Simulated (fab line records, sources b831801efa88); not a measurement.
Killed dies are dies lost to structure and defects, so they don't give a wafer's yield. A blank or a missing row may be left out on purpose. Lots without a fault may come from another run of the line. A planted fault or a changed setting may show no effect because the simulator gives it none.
A sampling plan put to the test | flow gf180mcu | one fab line, 11 faults that these records tell of, each judged on the records of the lots that it struck
The plan is the line's own looks: the steps of the route at which a gauge or an inspection reads the wafer and doesn't change it. A look can be judged if struck wafers have a number there and the file gives its usual mean and standard deviation on fault-free wafers. Caught: at a look after the fault's first step, the mean of the struck wafers lies 4 or more of those standard deviations (sigma) from the usual mean. On the tool: the same test on the tool's own readings at the fault's steps. Another recipe on the struck wafers, or a record that is blank for them alone, also counts as caught.

THE FAULTS, as the simulator had put them in
1. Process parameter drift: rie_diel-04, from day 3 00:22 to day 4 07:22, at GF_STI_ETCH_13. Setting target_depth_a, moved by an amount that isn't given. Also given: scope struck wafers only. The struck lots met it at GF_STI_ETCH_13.
2. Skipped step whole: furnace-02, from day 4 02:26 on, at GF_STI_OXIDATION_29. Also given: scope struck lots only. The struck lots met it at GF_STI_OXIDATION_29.
3. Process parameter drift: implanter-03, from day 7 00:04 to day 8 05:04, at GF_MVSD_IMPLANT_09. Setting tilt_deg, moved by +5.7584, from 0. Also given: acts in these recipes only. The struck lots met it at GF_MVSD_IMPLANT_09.
4. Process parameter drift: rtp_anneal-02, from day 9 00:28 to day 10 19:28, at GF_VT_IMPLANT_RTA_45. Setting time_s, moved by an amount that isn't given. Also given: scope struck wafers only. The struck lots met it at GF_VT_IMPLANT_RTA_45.
5. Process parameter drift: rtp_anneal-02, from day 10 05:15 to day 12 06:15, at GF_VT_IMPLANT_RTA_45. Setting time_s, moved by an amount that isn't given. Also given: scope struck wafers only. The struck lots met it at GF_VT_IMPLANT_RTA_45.
6. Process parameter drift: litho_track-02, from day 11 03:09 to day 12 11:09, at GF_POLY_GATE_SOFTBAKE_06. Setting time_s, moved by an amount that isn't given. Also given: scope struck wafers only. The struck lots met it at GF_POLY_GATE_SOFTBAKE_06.
7. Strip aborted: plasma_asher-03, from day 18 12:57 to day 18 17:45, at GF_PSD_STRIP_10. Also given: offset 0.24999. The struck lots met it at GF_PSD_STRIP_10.
8. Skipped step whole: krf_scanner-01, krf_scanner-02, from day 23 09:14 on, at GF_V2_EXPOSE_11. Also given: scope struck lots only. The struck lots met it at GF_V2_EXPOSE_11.
9. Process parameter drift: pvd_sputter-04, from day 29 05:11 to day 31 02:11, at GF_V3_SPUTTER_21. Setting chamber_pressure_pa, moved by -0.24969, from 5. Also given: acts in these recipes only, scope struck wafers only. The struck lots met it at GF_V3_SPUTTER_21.
10. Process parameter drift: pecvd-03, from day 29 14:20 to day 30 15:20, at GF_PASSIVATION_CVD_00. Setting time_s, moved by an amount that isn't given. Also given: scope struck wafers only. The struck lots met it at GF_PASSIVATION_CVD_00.
11. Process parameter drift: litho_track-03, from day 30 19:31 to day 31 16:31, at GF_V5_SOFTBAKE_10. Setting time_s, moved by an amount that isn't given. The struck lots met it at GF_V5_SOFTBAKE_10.

WHAT THE PLAN SAW
fault | on the tool itself                               | first look that catches it                      | reading, sigma | median hours from its first step to that look | hours from the fault's start to the first struck lot there | judged looks passed uncaught
1     | only faintly: oes_product_au -3.9 sigma          | no look after it can be judged                  | -              | -                                             | -                                                          | 0
2     | the tool's record is blank for the struck wafers | no look after it can be judged                  | -              | -                                             | -                                                          | 0
3     | tilt_deg +99 or beyond sigma                     | none of the 3 looks that can be judged after it | -              | -                                             | -                                                          | 3
4     | run_length_s +17 sigma                           | no look after it can be judged                  | -              | -                                             | -                                                          | 0
5     | run_length_s -55 sigma                           | none of the 2 looks that can be judged after it | -              | -                                             | -                                                          | 2
6     | run_length_s +11 sigma                           | none of the 2 looks that can be judged after it | -              | -                                             | -                                                          | 2
7     | oes_product_au +24 sigma                         | none of the 2 looks that can be judged after it | -              | -                                             | -                                                          | 2
8     | no reading that can be judged                    | no look after it can be judged                  | -              | -                                             | -                                                          | 0
9     | chamber_pressure_pa -24 sigma                    | no look after it can be judged                  | -              | -                                             | -                                                          | 0
10    | run_length_s +8.6 sigma                          | no look after it can be judged                  | -              | -                                             | -                                                          | 0
11    | run_length_s +20 sigma                           | no look after it can be judged                  | -              | -                                             | -                                                          | 0
A dash: the fault isn't caught, or these records don't give the number.

Caught at a look: 0 of 11. Caught on the tool: 9 of 11. By one or the other: 9 of 11.
Caught on the tool alone: faults 2, 3, 4, 5, 6, 7, 9, 10, 11.
Caught by neither: faults 1, 8.
